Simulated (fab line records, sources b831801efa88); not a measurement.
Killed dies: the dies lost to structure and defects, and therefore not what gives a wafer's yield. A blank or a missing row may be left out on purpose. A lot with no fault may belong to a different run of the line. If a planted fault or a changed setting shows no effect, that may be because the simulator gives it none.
fab line records / flow sky130
record lots=4 wafers=12 last-day=49
route steps=708 shown SD_N@352 SALICIDE@361 LI_CONTACT@362 LOCAL_INTERCONNECT@387 PAD_OPEN@708
lots untouched by any fault: they come from a run of this same line in which no faults occurred
start-h: hours from the record's first day to the start of the lot's first wafer shown / wait-h: hours elapsed since this lot's preceding step / " the same as in the row above / L1.1+2: a single row standing in for several wafers / - value missing, or start not given / * or withheld: withheld / < > ~ a bound
route shown NAME@n: a module of which the file shows steps, and the number in the route of the first / usual: mean/standard deviation of fault-free wafers / same: alike in all rows / chamber/n: place in a boat / sites: each site's reading / _std_site: standard deviation across them / _edge_site: inner sites' mean taken away from outer sites' mean / radius-mm: for every site, how far away it sits from the centre of the wafer / mask NAME#n: copy n / behind: the last tool/chamber to shape the wafer / hold: cause of the lot's hold/its duration in hours/its outcome / device: the transistor (n, p or np) that didn't switch / end of line: tests of these same wafers at the route's end / where a step has no rows: the recipe by itself / killed: at the first sort, the dies lost to defects and structure; wafer yield is something else / map: a wafer's dies, x killed, . not, _ none there
set.NAME: the setting as run; set.NAME@STEP: as run at that earlier step / model.NAME: the simulator's own value behind a step, which no gauge read
certain route steps with their lots: each step a table, each wafer a row
services: the hour from which a tool's chamber was out of use, counted from the record's first day as start-h (under 0 if before that day), plus the number of hours and why
## steps
# step SKY_SD_N_IMPLANT_10
# recipe species=P energy-kev=20 dose-cm2=1e+14 tilt-deg=0
# step SKY_SD_N_STRIP_11
# recipe chemistry=O2/N2 power-w=1400 pressure-mtorr=1500 platen-temp-c=withheld o2-flow-sccm=3000 n2-flow-sccm=300 overash-fraction=0.5
# step SKY_SD_N_CLEAN_13
# recipe chemistry=SC1/SC2 mix=1:4:20 temp-c=70 time-s=150 dry=n2-spin
# step SKY_SD_N_RTA_14
# recipe temp-c=1075 time-s=2 idle-temp-c=650 ramp-up-c-per-s=150 ramp-down-c-per-s=90 ambient=N2
# step SKY_SALICIDE_CLEAN_00
# recipe chemistry=HF-last time-s=30 dilution=100:1 dry=ipa-marangoni
# step SKY_LI_CONTACT_HDPCVD_00
# recipe material=PSG target-thk-nm=930 sigma-open-frac=0.3 time-s=155 temp-c=600 sih4-flow-sccm=60 pressure-mtorr=6
# step SKY_LI_CONTACT_CMP_02
# recipe material=PSG down-force-psi=4 platen-rpm=60 pad-velocity-m-s=0.94248
# usual motor-current-A=12.0/1.2 time-to-endpoint-s=32.7/2.4
lot.wafer=L989.4 tool=cmp-01 chamber=0 start-h=650.78 wait-h=0.1 motor-current-A=10.5 time-to-endpoint-s=30.7 model.PSG_of_LI_CONTACT_HDPCVD_00.thk-nm=597.5
lot.wafer=L989.6 tool=cmp-01 chamber=3 start-h=650.78 wait-h=0.1 motor-current-A=13.4 time-to-endpoint-s=32.4 model.PSG_of_LI_CONTACT_HDPCVD_00.thk-nm=595.5
lot.wafer=L989.5 tool=cmp-01 chamber=0 start-h=650.78 wait-h=0.1 motor-current-A=10.4 time-to-endpoint-s=36.1 model.PSG_of_LI_CONTACT_HDPCVD_00.thk-nm=597.7
lot.wafer=L991.4 tool=cmp-01 chamber=1 start-h=665.33 wait-h=0.1 motor-current-A=11.2 time-to-endpoint-s=29.1 model.PSG_of_LI_CONTACT_HDPCVD_00.thk-nm=596.4
lot.wafer=L991.3 tool=cmp-01 chamber=2 start-h=665.33 wait-h=0.1 motor-current-A=13.6 time-to-endpoint-s=30.4 model.PSG_of_LI_CONTACT_HDPCVD_00.thk-nm=595.7
lot.wafer=L991.6 tool=cmp-01 chamber=0 start-h=665.33 wait-h=0.1 motor-current-A=11.0 time-to-endpoint-s=40.9 model.PSG_of_LI_CONTACT_HDPCVD_00.thk-nm=499.5
lot.wafer=L992.2 tool=cmp-01 chamber=3 start-h=682.93 wait-h=0.0 motor-current-A=12.9 time-to-endpoint-s=29.4 model.PSG_of_LI_CONTACT_HDPCVD_00.thk-nm=596.1
lot.wafer=L992.1 tool=cmp-01 chamber=0 start-h=682.93 wait-h=0.0 motor-current-A=11.1 time-to-endpoint-s=43.7 model.PSG_of_LI_CONTACT_HDPCVD_00.thk-nm=493.7
lot.wafer=L992.4 tool=cmp-01 chamber=1 start-h=682.93 wait-h=0.0 motor-current-A=12.2 time-to-endpoint-s=28.4 model.PSG_of_LI_CONTACT_HDPCVD_00.thk-nm=595.6
lot.wafer=L106.1 tool=cmp-02 chamber=2 start-h=808.39 wait-h=0.1 motor-current-A=12.1 time-to-endpoint-s=32.8 model.PSG_of_LI_CONTACT_HDPCVD_00.thk-nm=597.1
lot.wafer=L106.2 tool=cmp-02 chamber=3 start-h=808.39 wait-h=0.1 motor-current-A=13.9 time-to-endpoint-s=33.8 model.PSG_of_LI_CONTACT_HDPCVD_00.thk-nm=596.5
lot.wafer=L106.6 tool=cmp-02 chamber=0 start-h=808.39 wait-h=0.1 motor-current-A=10.2 time-to-endpoint-s=35.6 model.PSG_of_LI_CONTACT_HDPCVD_00.thk-nm=596.9
# step SKY_LI_CONTACT_DEHYDRATE_04
# recipe temp-c=200 time-s=60
# step SKY_LI_CONTACT_HMDS_05
# recipe prime-time-s=60 prime-temp-c=120
# step SKY_LI_CONTACT_COAT_06
# recipe resist=BARC temp-c=withheld time-s=withheld spin-rpm=3000 resist-thk-nm=60
# step SKY_LI_CONTACT_COAT_07
# recipe resist=KrF-thick spin-rpm=3000 resist-thk-nm=450
# step SKY_LI_CONTACT_SOFTBAKE_08
# recipe temp-c=100 time-s=90 resist=KrF-thick
# step SKY_LI_CONTACT_EXPOSE_09
# recipe mask-id=LICM1 na=0.8 source-shape=annular sigma-inner=0.55 sigma-outer=0.85 target-cd-nm=170 dose-mj=38
# step SKY_LI_CONTACT_PEB_10
# recipe peb-temp-c=withheld peb-time-s=withheld resist=KrF-thick
# step SKY_LI_CONTACT_DEVELOP_11
# recipe develop-time-s=60 resist=KrF-thick dev-temp-c=21
# step SKY_LI_CONTACT_ETCH_14
# recipe chemistry=N2/H2 target=BARC ion-energy-ev=200 source-w=500 bias-w=100 pressure-mtorr=30 n2-flow-sccm=100 h2-flow-sccm=200 stop-on=SiO2 time-s=45.9 target-depth-a=600
# step SKY_LI_CONTACT_ETCH_15
# recipe target=PSG chemistry=C4F8/O2/Ar stop-on=Si taper-deg=4.15 mask-material=KrF-thick source-w=1500 bias-w=1200 pressure-mtorr=40 c4f8-flow-sccm=withheld O2_flow_sccm=6 Ar_flow_sccm=300 time-s=withheld target-depth-a=6000
# usual oes-product-au=0.838/0.0049
lot.wafer=L989.4 tool=rie-diel-03 chamber=3 start-h=680.14 wait-h=0.0 oes-product-au=0.831 model.etch.depth-nm=597.5 model.LI_CONTACT.feature-depth-nm=597.5
lot.wafer=L989.5 tool=rie-diel-03 chamber=1 start-h=680.14 wait-h=0.0 oes-product-au=0.839 model.etch.depth-nm=597.7 model.LI_CONTACT.feature-depth-nm=597.7
lot.wafer=L989.6 tool=rie-diel-03 chamber=2 start-h=680.14 wait-h=0.0 oes-product-au=0.838 model.etch.depth-nm=595.5 model.LI_CONTACT.feature-depth-nm=595.5
lot.wafer=L991.3 tool=rie-diel-01 chamber=3 start-h=693.35 wait-h=0.0 oes-product-au=0.836 model.etch.depth-nm=595.7 model.LI_CONTACT.feature-depth-nm=595.7
lot.wafer=L991.4 tool=rie-diel-01 chamber=0 start-h=693.35 wait-h=0.0 oes-product-au=0.828 model.etch.depth-nm=596.4 model.LI_CONTACT.feature-depth-nm=596.4
lot.wafer=L991.6 tool=rie-diel-01 chamber=0 start-h=693.35 wait-h=0.0 oes-product-au=0.764 model.etch.depth-nm=499.5 model.LI_CONTACT.feature-depth-nm=499.5
lot.wafer=L992.1 tool=rie-diel-03 chamber=0 start-h=711.16 wait-h=0.0 oes-product-au=0.760 model.etch.depth-nm=493.7 model.LI_CONTACT.feature-depth-nm=493.7
lot.wafer=L992.2 tool=rie-diel-03 chamber=3 start-h=711.16 wait-h=0.0 oes-product-au=0.839 model.etch.depth-nm=596.1 model.LI_CONTACT.feature-depth-nm=596.1
lot.wafer=L992.4 tool=rie-diel-03 chamber=1 start-h=711.16 wait-h=0.0 oes-product-au=0.839 model.etch.depth-nm=595.6 model.LI_CONTACT.feature-depth-nm=595.6
lot.wafer=L106.1 tool=rie-diel-01 chamber=3 start-h=834.17 wait-h=0.0 oes-product-au=0.843 model.etch.depth-nm=597.1 model.LI_CONTACT.feature-depth-nm=597.1
lot.wafer=L106.2 tool=rie-diel-01 chamber=0 start-h=834.17 wait-h=0.0 oes-product-au=0.838 model.etch.depth-nm=596.5 model.LI_CONTACT.feature-depth-nm=596.5
lot.wafer=L106.6 tool=rie-diel-01 chamber=2 start-h=834.17 wait-h=0.0 oes-product-au=0.832 model.etch.depth-nm=596.9 model.LI_CONTACT.feature-depth-nm=596.9
# step SKY_LI_CONTACT_STRIP_16
# recipe chemistry=O2/N2 power-w=1400 pressure-mtorr=1500 platen-temp-c=withheld o2-flow-sccm=3000 n2-flow-sccm=300 overash-fraction=0.5
# step SKY_LI_CONTACT_CLEAN_17
# recipe chemistry=NMP time-s=600 temp-c=60 dry=n2-spin
# step SKY_LI_CONTACT_PRE_CLEAN_18
# recipe gas=Ar time-s=5.6 bias-v=358
# step SKY_LI_CONTACT_SPUTTER_19
# recipe material=Ti target-thk-nm=20 chamber-pressure-pa=5 power-w=2500 substrate-temp-c=200 time-s=106.37
# step SKY_LI_CONTACT_SPUTTER_20
# recipe material=TiN target-thk-nm=20 chamber-pressure-pa=5 power-w=4000 time-s=80
# step SKY_LI_CONTACT_CVD_21
# recipe material=W target-thk-nm=400 time-s=120.56 temp-c=400 pressure-torr=40
# step SKY_LI_CONTACT_CMP_24
# recipe stop-on=PSG t-overpolish-s=20 down-force-psi=3.5 platen-rpm=60 target-thk-nm=0 pad-velocity-m-s=0.94248
# usual motor-current-A=11.0/1.1
lot.wafer=L989.4 tool=cmp-01 chamber=0 start-h=680.95 wait-h=0.0 motor-current-A=10.3 model.PSG_of_LI_CONTACT_HDPCVD_00.thk-nm=588.1
lot.wafer=L989.6 tool=cmp-01 chamber=0 start-h=680.95 wait-h=0.0 motor-current-A=10.2 model.PSG_of_LI_CONTACT_HDPCVD_00.thk-nm=586
lot.wafer=L989.5 tool=cmp-01 chamber=1 start-h=680.95 wait-h=0.0 motor-current-A=10.3 model.PSG_of_LI_CONTACT_HDPCVD_00.thk-nm=588.2
lot.wafer=L991.3 tool=cmp-02 chamber=0 start-h=694.17 wait-h=0.0 motor-current-A=9.6 model.PSG_of_LI_CONTACT_HDPCVD_00.thk-nm=586.3
lot.wafer=L991.4 tool=cmp-02 chamber=2 start-h=694.17 wait-h=0.0 motor-current-A=11.1 model.PSG_of_LI_CONTACT_HDPCVD_00.thk-nm=586.9
lot.wafer=L991.6 tool=cmp-02 chamber=0 start-h=694.17 wait-h=0.0 motor-current-A=9.6 model.PSG_of_LI_CONTACT_HDPCVD_00.thk-nm=490
lot.wafer=L992.4 tool=cmp-01 chamber=3 start-h=712.04 wait-h=0.1 motor-current-A=12.1 model.PSG_of_LI_CONTACT_HDPCVD_00.thk-nm=586.1
lot.wafer=L992.2 tool=cmp-01 chamber=0 start-h=712.04 wait-h=0.1 motor-current-A=10.4 model.PSG_of_LI_CONTACT_HDPCVD_00.thk-nm=586.6
lot.wafer=L992.1 tool=cmp-01 chamber=1 start-h=712.04 wait-h=0.1 motor-current-A=10.6 model.PSG_of_LI_CONTACT_HDPCVD_00.thk-nm=484.2
lot.wafer=L106.1 tool=cmp-02 chamber=0 start-h=835.04 wait-h=0.1 motor-current-A=8.8 model.PSG_of_LI_CONTACT_HDPCVD_00.thk-nm=587.6
lot.wafer=L106.2 tool=cmp-02 chamber=1 start-h=835.04 wait-h=0.1 motor-current-A=11.1 model.PSG_of_LI_CONTACT_HDPCVD_00.thk-nm=587
lot.wafer=L106.6 tool=cmp-02 chamber=0 start-h=835.04 wait-h=0.1 motor-current-A=9.2 model.PSG_of_LI_CONTACT_HDPCVD_00.thk-nm=587.4
# step SKY_LOCAL_INTERCONNECT_SPUTTER_00
# recipe material=TiN target-thk-nm=100 temp-c=300 power-w=6500 time-s=83.3 chamber-pressure-pa=0.4
# step SKY_PAD_OPEN_PROBE_99
# usual killed_at_M0_to_M3=43/6.7 killed_at_M4_up=3.2/1.8 killed-at-contacts=25/5.2 killed-at-front-end=15/4.4 killed-at-other=0.2/0.4 killed-dies=87/9.3 killed-open=48/7.1 killed-short=39/6
# same gross-dies=492 killed-at-back-side=0
lot.wafer=L989.4 tool=prober-02 chamber=- start-h=1080.96 wait-h=0.2 killed_at_M0_to_M3=49 killed_at_M4_up=1 killed-at-contacts=23 killed-at-front-end=15 killed-at-other=0 killed-dies=88 killed-open=46 killed-short=42 model.etest.licon-pdiff.rc-ohm=577.4 model.etest.cap-li-to-poly.c-af-um2=95.79 model.etest.licon-high-po.rc-ohm=356.9 model.etest.licon-ndiff.rc-ohm=182.5 model.etest.sonos-uncharged.r-on-ohm-um=808.3 model.etest.licon-poly.rc-ohm=151.2 model.etest.cap-li-to-well.c-af-um2=36.25
lot.wafer=L989.5 tool=prober-02 chamber=- start-h=1081.01 wait-h=0.2 killed_at_M0_to_M3=46 killed_at_M4_up=4 killed-at-contacts=22 killed-at-front-end=19 killed-at-other=1 killed-dies=92 killed-open=53 killed-short=39 model.etest.licon-pdiff.rc-ohm=583.7 model.etest.cap-li-to-poly.c-af-um2=98.38 model.etest.licon-high-po.rc-ohm=368.1 model.etest.licon-ndiff.rc-ohm=180.2 model.etest.sonos-uncharged.r-on-ohm-um=805.3 model.etest.licon-poly.rc-ohm=154.7 model.etest.cap-li-to-well.c-af-um2=37.35
lot.wafer=L989.6 tool=prober-02 chamber=- start-h=1081.06 wait-h=0.2 killed_at_M0_to_M3=35 killed_at_M4_up=2 killed-at-contacts=28 killed-at-front-end=16 killed-at-other=1 killed-dies=82 killed-open=48 killed-short=34 model.etest.licon-pdiff.rc-ohm=586.1 model.etest.cap-li-to-poly.c-af-um2=101.7 model.etest.licon-high-po.rc-ohm=363.2 model.etest.licon-ndiff.rc-ohm=179.3 model.etest.sonos-uncharged.r-on-ohm-um=812.2 model.etest.licon-poly.rc-ohm=153.2 model.etest.cap-li-to-well.c-af-um2=36.36
lot.wafer=L991.3 tool=prober-02 chamber=- start-h=1086.92 wait-h=0.2 killed_at_M0_to_M3=53 killed_at_M4_up=4 killed-at-contacts=28 killed-at-front-end=16 killed-at-other=0 killed-dies=101 killed-open=56 killed-short=45 model.etest.licon-pdiff.rc-ohm=567.4 model.etest.cap-li-to-poly.c-af-um2=99.67 model.etest.licon-high-po.rc-ohm=336.8 model.etest.licon-ndiff.rc-ohm=177.8 model.etest.sonos-uncharged.r-on-ohm-um=801.3 model.etest.licon-poly.rc-ohm=144.4 model.etest.cap-li-to-well.c-af-um2=36.54
lot.wafer=L991.4 tool=prober-02 chamber=- start-h=1086.97 wait-h=0.2 killed_at_M0_to_M3=33 killed_at_M4_up=4 killed-at-contacts=27 killed-at-front-end=10 killed-at-other=0 killed-dies=74 killed-open=36 killed-short=38 model.etest.licon-pdiff.rc-ohm=600.9 model.etest.cap-li-to-poly.c-af-um2=98.22 model.etest.licon-high-po.rc-ohm=355.2 model.etest.licon-ndiff.rc-ohm=184.2 model.etest.sonos-uncharged.r-on-ohm-um=811.5 model.etest.licon-poly.rc-ohm=152.1 model.etest.cap-li-to-well.c-af-um2=37.72
lot.wafer=L991.6 tool=prober-02 chamber=- start-h=1087.07 wait-h=0.2 killed_at_M0_to_M3=34 killed_at_M4_up=4 killed-at-contacts=21 killed-at-front-end=23 killed-at-other=0 killed-dies=82 killed-open=38 killed-short=44 model.etest.licon-pdiff.rc-ohm=556.1 model.etest.cap-li-to-poly.c-af-um2=135.3 model.etest.licon-high-po.rc-ohm=329.4 model.etest.licon-ndiff.rc-ohm=159.9 model.etest.sonos-uncharged.r-on-ohm-um=788.4 model.etest.licon-poly.rc-ohm=137.4 model.etest.cap-li-to-well.c-af-um2=40.17
lot.wafer=L992.1 tool=prober-01 chamber=- start-h=1101.16 wait-h=0.1 killed_at_M0_to_M3=49 killed_at_M4_up=2 killed-at-contacts=35 killed-at-front-end=17 killed-at-other=0 killed-dies=103 killed-open=57 killed-short=46 model.etest.licon-pdiff.rc-ohm=545.5 model.etest.cap-li-to-poly.c-af-um2=133.9 model.etest.licon-high-po.rc-ohm=335.7 model.etest.licon-ndiff.rc-ohm=163.7 model.etest.sonos-uncharged.r-on-ohm-um=805.7 model.etest.licon-poly.rc-ohm=141.5 model.etest.cap-li-to-well.c-af-um2=41.56
lot.wafer=L992.2 tool=prober-01 chamber=- start-h=1101.21 wait-h=0.1 killed_at_M0_to_M3=42 killed_at_M4_up=10 killed-at-contacts=20 killed-at-front-end=15 killed-at-other=1 killed-dies=88 killed-open=50 killed-short=38 model.etest.licon-pdiff.rc-ohm=595.9 model.etest.cap-li-to-poly.c-af-um2=96.16 model.etest.licon-high-po.rc-ohm=366.3 model.etest.licon-ndiff.rc-ohm=181.2 model.etest.sonos-uncharged.r-on-ohm-um=812.1 model.etest.licon-poly.rc-ohm=155.2 model.etest.cap-li-to-well.c-af-um2=36.69
lot.wafer=L992.4 tool=prober-01 chamber=- start-h=1101.31 wait-h=0.2 killed_at_M0_to_M3=46 killed_at_M4_up=2 killed-at-contacts=32 killed-at-front-end=20 killed-at-other=0 killed-dies=100 killed-open=58 killed-short=42 model.etest.licon-pdiff.rc-ohm=584 model.etest.cap-li-to-poly.c-af-um2=99.02 model.etest.licon-high-po.rc-ohm=353.3 model.etest.licon-ndiff.rc-ohm=186 model.etest.sonos-uncharged.r-on-ohm-um=822.8 model.etest.licon-poly.rc-ohm=154.8 model.etest.cap-li-to-well.c-af-um2=37.55
lot.wafer=L106.1 tool=prober-01 chamber=- start-h=1185.30 wait-h=0.1 killed_at_M0_to_M3=36 killed_at_M4_up=4 killed-at-contacts=28 killed-at-front-end=18 killed-at-other=0 killed-dies=86 killed-open=44 killed-short=42 model.etest.licon-pdiff.rc-ohm=585.4 model.etest.cap-li-to-poly.c-af-um2=100.1 model.etest.licon-high-po.rc-ohm=354.9 model.etest.licon-ndiff.rc-ohm=185.1 model.etest.sonos-uncharged.r-on-ohm-um=811 model.etest.licon-poly.rc-ohm=148.7 model.etest.cap-li-to-well.c-af-um2=37.04
lot.wafer=L106.2 tool=prober-01 chamber=- start-h=1185.35 wait-h=0.1 killed_at_M0_to_M3=36 killed_at_M4_up=3 killed-at-contacts=27 killed-at-front-end=14 killed-at-other=0 killed-dies=80 killed-open=48 killed-short=32 model.etest.licon-pdiff.rc-ohm=581.1 model.etest.cap-li-to-poly.c-af-um2=98.56 model.etest.licon-high-po.rc-ohm=360.5 model.etest.licon-ndiff.rc-ohm=193.8 model.etest.sonos-uncharged.r-on-ohm-um=817.1 model.etest.licon-poly.rc-ohm=154.3 model.etest.cap-li-to-well.c-af-um2=36.33
lot.wafer=L106.6 tool=prober-01 chamber=- start-h=1185.55 wait-h=0.2 killed_at_M0_to_M3=51 killed_at_M4_up=3 killed-at-contacts=30 killed-at-front-end=8 killed-at-other=0 killed-dies=92 killed-open=52 killed-short=40 model.etest.licon-pdiff.rc-ohm=577.4 model.etest.cap-li-to-poly.c-af-um2=98.19 model.etest.licon-high-po.rc-ohm=361.6 model.etest.licon-ndiff.rc-ohm=183.7 model.etest.sonos-uncharged.r-on-ohm-um=805.6 model.etest.licon-poly.rc-ohm=155.7 model.etest.cap-li-to-well.c-af-um2=37.39
# killed by level:class
L989.4 VIA1:geometric-particle:open=11 VIA1:geometric-particle:short=8 CONTACT:geometric-particle:open=7 VIA3:geometric-particle:open=7 POLY_GATE:geometric-particle:short=6 LI_CONTACT:geometric-particle:open=6 SPACER:geometric-particle:short=5 CONTACT:geometric-particle:short=5
L989.5 VIA1:geometric-particle:open=12 CONTACT:geometric-particle:open=10 VIA3:geometric-particle:open=8 METAL2:geometric-particle:short=6 LI_CONTACT:geometric-particle:open=6 VIA2:geometric-particle:open=6 FIELD_ISO:geometric-particle:short=5 METAL3:geometric-particle:short=5
L989.6 CONTACT:geometric-particle:open=15 LI_CONTACT:geometric-particle:open=9 VIA1:geometric-particle:open=7 FIELD_ISO:geometric-particle:short=6 VIA2:geometric-particle:open=5 VIA3:geometric-particle:open=5 METAL1:geometric-particle:short=4 POLY_GATE:geometric-particle:short=3
L991.3 VIA2:geometric-particle:open=12 VIA1:geometric-particle:open=9 LI_CONTACT:geometric-particle:open=8 CONTACT:geometric-particle:open=8 VIA1:geometric-particle:short=8 METAL3:geometric-particle:short=7 POLY_GATE:geometric-particle:open=6 CONTACT:geometric-particle:short=6
L991.4 CONTACT:geometric-particle:open=15 METAL1:geometric-particle:short=9 METAL2:geometric-particle:short=6 VIA3:geometric-particle:open=5 CONTACT:geometric-particle:short=4 LI_CONTACT:geometric-particle:open=4 METAL4:geometric-particle:short=4 POLY_GATE:geometric-particle:open=3
L991.6 VIA1:geometric-particle:open=11 POLY_GATE:geometric-particle:short=8 POLY_GATE:geometric-particle:open=7 CONTACT:geometric-particle:short=5 CONTACT:geometric-particle:open=5 METAL1:geometric-particle:short=5 LOCAL_INTERCONNECT:geometric-particle:short=4 METAL4:geometric-particle:short=4
L992.1 CONTACT:geometric-particle:open=15 VIA1:geometric-particle:open=10 VIA2:geometric-particle:open=8 VIA3:geometric-particle:open=8 CONTACT:geometric-particle:short=6 METAL2:geometric-particle:short=6 FIELD_ISO:geometric-particle:short=5 LI_CONTACT:geometric-particle:open=5
L992.2 CONTACT:geometric-particle:open=11 VIA1:geometric-particle:open=8 METAL4:geometric-particle:short=8 VIA1:geometric-particle:short=6 VIA3:geometric-particle:open=6 METAL1:geometric-particle:short=6 METAL2:geometric-particle:short=5 FIELD_ISO:geometric-particle:open=4
L992.4 CONTACT:geometric-particle:open=13 LI_CONTACT:geometric-particle:open=10 FIELD_ISO:geometric-particle:short=9 VIA1:geometric-particle:open=9 VIA3:geometric-particle:open=7 VIA2:geometric-particle:open=7 FIELD_ISO:geometric-particle:open=6 METAL3:geometric-particle:short=5
L106.1 CONTACT:geometric-particle:open=9 FIELD_ISO:geometric-particle:short=8 VIA1:geometric-particle:open=8 CONTACT:geometric-particle:short=7 VIA2:geometric-particle:open=7 LI_CONTACT:geometric-particle:open=5 METAL1:geometric-particle:short=5 FIELD_ISO:geometric-particle:open=4
L106.2 VIA1:geometric-particle:open=13 CONTACT:geometric-particle:open=12 LI_CONTACT:geometric-particle:open=8 CONTACT:geometric-particle:short=5 VIA3:geometric-particle:open=5 FIELD_ISO:geometric-particle:short=4 VIA3:geometric-particle:short=4 VIA2:geometric-particle:open=4
L106.6 VIA1:geometric-particle:open=13 CONTACT:geometric-particle:open=12 VIA2:geometric-particle:open=8 LI_CONTACT:geometric-particle:open=7 METAL1:geometric-particle:short=6 LI_CONTACT:geometric-particle:short=5 CONTACT:geometric-particle:short=5 VIA1:geometric-particle:short=5
## services
tool=rie-diel-03 chamber=- start-h=643.14 hours=2.8 kind=pm
tool=cmp-02 chamber=- start-h=646.00 hours=10.2 kind=pm
tool=rie-diel-03 chamber=- start-h=658.90 hours=15.6 kind=pm
tool=rie-diel-03 chamber=0 start-h=674.50 hours=- kind=clean
tool=rie-diel-03 chamber=0 start-h=674.50 hours=25.8 kind=scheduled-down
tool=rie-diel-03 chamber=0 start-h=674.50 hours=25.8 kind=vent-cycle
tool=cmp-01 chamber=- start-h=686.36 hours=1.2 kind=repair
tool=rie-diel-03 chamber=1 start-h=696.06 hours=4.8 kind=repair
tool=cmp-02 chamber=- start-h=734.00 hours=0.3 kind=repair
tool=rie-diel-01 chamber=0 start-h=740.27 hours=7.0 kind=repair
tool=cmp-01 chamber=- start-h=744.00 hours=4.0 kind=pm
tool=cmp-01 chamber=- start-h=748.00 hours=- kind=consumable-replace:conditioner
tool=cmp-01 chamber=- start-h=748.00 hours=- kind=consumable-replace:pad
tool=cmp-01 chamber=- start-h=756.14 hours=6.4 kind=pm
tool=rie-diel-01 chamber=3 start-h=765.04 hours=1.8 kind=repair
tool=cmp-02 chamber=- start-h=766.55 hours=1.9 kind=repair
tool=cmp-01 chamber=- start-h=774.06 hours=1.8 kind=repair
tool=rie-diel-03 chamber=3 start-h=774.72 hours=1.4 kind=repair
tool=cmp-02 chamber=- start-h=806.96 hours=1.1 kind=repair
tool=rie-diel-01 chamber=- start-h=815.54 hours=2.8 kind=pm
tool=rie-diel-01 chamber=1 start-h=834.06 hours=6.3 kind=repair
## key
first-sign step=SKY_LI_CONTACT_CMP_02 reading=time-to-endpoint-s direction=up sigmas=4 usual=* struck=*
effect step=SKY_LI_CONTACT_ETCH_15 reading=oes-product-au direction=down sigmas=15 usual=0.838 struck=0.762
model-effect step=SKY_LI_CONTACT_CMP_02 value=PSG_of_LI_CONTACT_HDPCVD_00.thk-nm without=596.4 struck=496.6
model-effect step=SKY_LI_CONTACT_ETCH_15 value=etch.depth-nm without=596.4 struck=496.6
model-effect step=SKY_LI_CONTACT_CMP_24 value=PSG_of_LI_CONTACT_HDPCVD_00.thk-nm without=587 struck=487.1
model-effect step=SKY_PAD_OPEN_PROBE_99 value=etest.licon-pdiff.rc-ohm without=595.5 struck=550.8
met-at SKY_LI_CONTACT_CMP_02
struck-wafers L991.6,L992.1
tester-left-out L991,L992
onset-between 650.78 665.33
fault kind=process-parameter-drift tool=cmp-01 chamber=0 onset-h=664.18 steps=SKY_LI_CONTACT_CMP_02 channel=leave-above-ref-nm offset=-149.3 shape=step end-h=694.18 acts-in=these-recipes-only stated=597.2
# tester-left-out: of these lots the tester's yield and bins aren't shown, on N5 and GAA mostly nor the transistor test; their killed dies are dies lost to structure and defects alone, not to doping, threshold or leakage, so they don't give the yield
